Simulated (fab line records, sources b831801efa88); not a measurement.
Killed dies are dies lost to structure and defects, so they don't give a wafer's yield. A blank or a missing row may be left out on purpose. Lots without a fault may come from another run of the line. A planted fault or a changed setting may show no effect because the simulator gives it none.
A struck lot beside a sound one | flow sky130 | 18 steps out of a route of 708
Sound: wafers L181.1, L181.2, L181.6. Struck: wafers L186.4, L186.5, L186.6. The cause comes at the end.
At each step with rows: each side's tool, then ch and its chambers, then its first start. Under that, the readings that differ: sound wafers | struck wafers | difference of the means | sigmas: that difference in standard deviations of wafers without a fault.
alike: readings whose means differ by less than 2 such deviations, and words and numbers that are the same on both sides. not compared: withheld readings, readings that some wafer has no value for, bounds like >300 that may hide the same value, and numbers for which the record gives no deviation and whose values overlap.
The two part at a step that has a row with sigmas, a row that says differs or no value, or rows on one side only. Numbers that don't overlap but have no deviation are shown without sigmas and don't part them. A reading that every wafer of one side lacks parts them only if that side has two wafers or more.

first, 4 steps without rows for these wafers: SKY_PWDE_SOFTBAKE_03; SKY_PWDE_EXPOSE_04 (exposes mask PWDEM, target cd 840 nm); SKY_PWDE_PEB_05; SKY_PWDE_DEVELOP_06 (develop time 60 s).
SKY_PWDE_OVL_MEAS_07:
  sound on overlay-01, day 4 12:44; struck on overlay-01, day 5 07:10
  alike: PWDE_OVL
then, 1 step without rows for these wafers: SKY_PWDE_IMPLANT_08.
SKY_PWDE_STRIP_09: strips in O2/N2.
  sound on plasma_asher-01 ch 0,1, day 4 12:56; struck on plasma_asher-02 ch 0,1, day 5 07:22
  alike: chamber_pressure_mTorr, drypump_motor_current_A, oes_product_au, strip_time_to_endpoint_s
  not compared: rf_hours_counter_h
SKY_PWDE_TW_MEAS_10:
  sound on film_metro-03, day 4 13:02; struck on film_metro-02, day 5 07:28
  alike: PWDE_TW
then, 4 steps without rows for these wafers: SKY_NWELL_DEHYDRATE_03 (time 60 s); SKY_NWELL_HMDS_04 (prime time 60 s); SKY_NWELL_COAT_05 (resist thk 3000 nm); SKY_NWELL_SOFTBAKE_06.
SKY_NWELL_EXPOSE_07: exposes mask NWM, target cd 840 nm.
  sound on iline_stepper-01 ch 0, day 4 22:22; struck on iline_stepper-01 ch 0, day 5 16:48
  reading                       | sound             | struck               | difference | sigmas
  model.NWELL.overlay_x_nm (nm) | 1.163 1.163 1.163 | -113.1 -113.1 -113.1 | -114.3     |
  alike: mask, reticle_temp_C, stage_vel_mm_s
then, 2 steps without rows for these wafers: SKY_NWELL_PEB_08; SKY_NWELL_DEVELOP_09 (develop time 60 s).
SKY_NWELL_OVL_MEAS_10:
  sound on overlay-02, day 5 07:26; struck on overlay-01, day 6 00:19
  reading           | sound        | struck               | difference | sigmas
  NWELL_00_OVL (nm) | 1.0 1.1 -0.1 | -111.6 -113.0 -112.8 | -113.1     | -87
then, 1 step without rows for these wafers: SKY_NWELL_IMPLANT_11.
-- the record jumps here: 41 days lie between the struck wafers' starts before and after (it left off in module NWELL and takes up again in module PAD_OPEN, whose first step shown is number 708 of the route) --
SKY_PAD_OPEN_PROBE_99:
  sound on prober-01, day 46 04:48; struck on prober-02, day 47 02:43
  reading                          | sound                         | struck                        | difference | sigmas
  model.etest.pfet_16v.r_on_ohm_um | 1.484e+04 1.497e+04 1.499e+04 | 1.399e+04 1.417e+04 1.451e+04 | -7.100e+02 |
  model.etest.nfet_16v.r_on_ohm_um | 1.417e+04 1.419e+04 1.412e+04 | 1.335e+04 1.331e+04 1.321e+04 | -8.700e+02 |
  model.etest.pfet_16v.drive_ua_um | 246 246.3 246.9               | 274.2 270.7 269.4             | +25.0      |
  model.etest.nfet_16v.drive_ua_um | 219.6 219.4 222.7             | 229.4 229.4 231.1             | +9.4       |
  alike: killed_at_M0_to_M3, killed_at_M4_up, killed_at_contacts, killed_at_front_end, killed_at_other, killed_dies, killed_open, killed_short

WHERE THEY PART
Only at SKY_NWELL_OVL_MEAS_10, within this record. Later steps at which nothing parts them and some readings are alike: SKY_PAD_OPEN_PROBE_99.

WHY: what the simulator had put in
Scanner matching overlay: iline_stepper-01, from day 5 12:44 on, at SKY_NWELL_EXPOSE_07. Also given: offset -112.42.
